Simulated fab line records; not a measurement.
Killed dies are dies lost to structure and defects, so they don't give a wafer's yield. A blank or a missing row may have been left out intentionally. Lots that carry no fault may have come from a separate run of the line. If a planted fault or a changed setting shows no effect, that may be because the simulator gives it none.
Struck lot and sound lot, side by side | flow gf180mcu | 23 steps out of a route of 602
Sound: these wafers, L583.1, L583.4, L583.5. The struck wafers were L592.2, L592.3, L592.5. Last of all comes the cause.
Each step with rows lists, per side, the tool, then ch with its chambers, then its first start. Under that, the readings that differ: sound wafers | struck wafers | difference of the means | sigmas: that difference in standard deviations of wafers without a fault.
alike: a reading whose means differ by less than 2 such deviations, as well as words and numbers matching on both sides. not compared: withheld readings; readings where some wafer has no value; bounds like >300 that might hide an equal value; numbers whose values overlap and for which the record gives no deviation.
A row with sigmas, a row that says differs or no value, or rows on one side alone: a step with any of these is where the two part. Numbers that have no deviation but don't overlap get no sigmas and don't part them. Lack of a reading on every wafer of one side parts them only where that side has two or more wafers.

first, 5 steps without rows for these wafers: GF_LVPWELL_COAT_02 (resist thk 3000 nm); GF_LVPWELL_SOFTBAKE_03; GF_LVPWELL_EXPOSE_04 (exposes mask LVPWELL, target cd 600 nm); GF_LVPWELL_PEB_05; GF_LVPWELL_DEVELOP_06 (develop time 60 s).
GF_LVPWELL_OVL_MEAS_07:
  sound: overlay-02 at day 6 11:40; struck: overlay-02 at day 8 14:52
  alike: LVPWELL_OVL
then, 2 steps without rows for these wafers: GF_LVPWELL_IMPLANT_08; GF_LVPWELL_IMPLANT_09.
GF_LVPWELL_STRIP_10: strips in O2/N2.
  sound on plasma asher-01 ch 0,1, day 6 12:00; struck on plasma asher-03 ch 1, day 8 15:11
  alike: drypump motor current A, heater power w, oes product au, strip time to endpoint s
  not compared: rf hours counter h
GF_LVPWELL_TW_MEAS_11:
  sound: film metro-02 at day 6 12:06; struck: film metro-02 at day 8 15:18
  alike: LVPWELL_TW
then, 2 steps without rows for these wafers: GF_MVSD_DEHYDRATE_00 (time 60 s); GF_MVSD_HMDS_01 (prime time 60 s).
GF_MVSD_COAT_02: resist thk 3000 nm.
  sound on litho track-03 ch 0, day 6 19:01; struck on litho track-04 ch 0, day 8 23:20
  reading                                | sound          | struck         | difference | sigmas
  model.coat_of_MVSD_COAT_02.thk nm (nm) | 2986 2983 2991 | 2113 2105 2115 | -876       |
then, 3 steps without rows for these wafers: GF_MVSD_SOFTBAKE_03; GF_MVSD_EXPOSE_04 (exposes mask MVSD, target cd 1000 nm); GF_MVSD_PEB_05.
GF_MVSD_DEVELOP_06: develop time 60 s.
  sound on litho track-01 ch 0; struck on litho track-04 ch 0
  reading                                | sound          | struck         | difference | sigmas
  model.coat_of_MVSD_COAT_02.thk nm (nm) | 2985 2982 2990 | 2112 2104 2114 | -876       |
GF_MVSD_OVL_MEAS_07:
  sound: overlay-01 at day 7 03:07; struck: overlay-02 at day 9 07:49
  alike: MVSD_OVL
then, 2 steps without rows for these wafers: GF_MVSD_IMPLANT_08; GF_MVSD_IMPLANT_09.
GF_MVSD_STRIP_10: strips in O2/N2.
  sound on plasma asher-04 ch 0,1, day 7 03:26; struck on plasma asher-01 ch 0,1, day 9 08:09
  reading                      | sound             | struck            | difference | sigmas
  drypump motor current A (A)  | 5.8 5.2 5.2       | 6.1 6.0 6.1       | +0.7       | +2
  strip time to endpoint s (s) | 36.80 36.74 36.85 | 26.73 26.64 26.74 | -10.09     | -99 or more
  alike: heater power w, oes product au
  not compared: rf hours counter h
GF_MVSD_TW_MEAS_11:
  sound: film metro-04 at day 7 03:32; struck: film metro-03 at day 9 08:16
  alike: MVSD_TW
GF_PASSIVATION_PROBE_99:
  rows exist in the record for the sound wafers here (prober-01, day 32 18:20), none for the struck ones

## WHERE THEY PART
Earliest at GF_MVSD_STRIP_10; latest, in this record, at GF_PASSIVATION_PROBE_99.

WHY: what the simulator had put in
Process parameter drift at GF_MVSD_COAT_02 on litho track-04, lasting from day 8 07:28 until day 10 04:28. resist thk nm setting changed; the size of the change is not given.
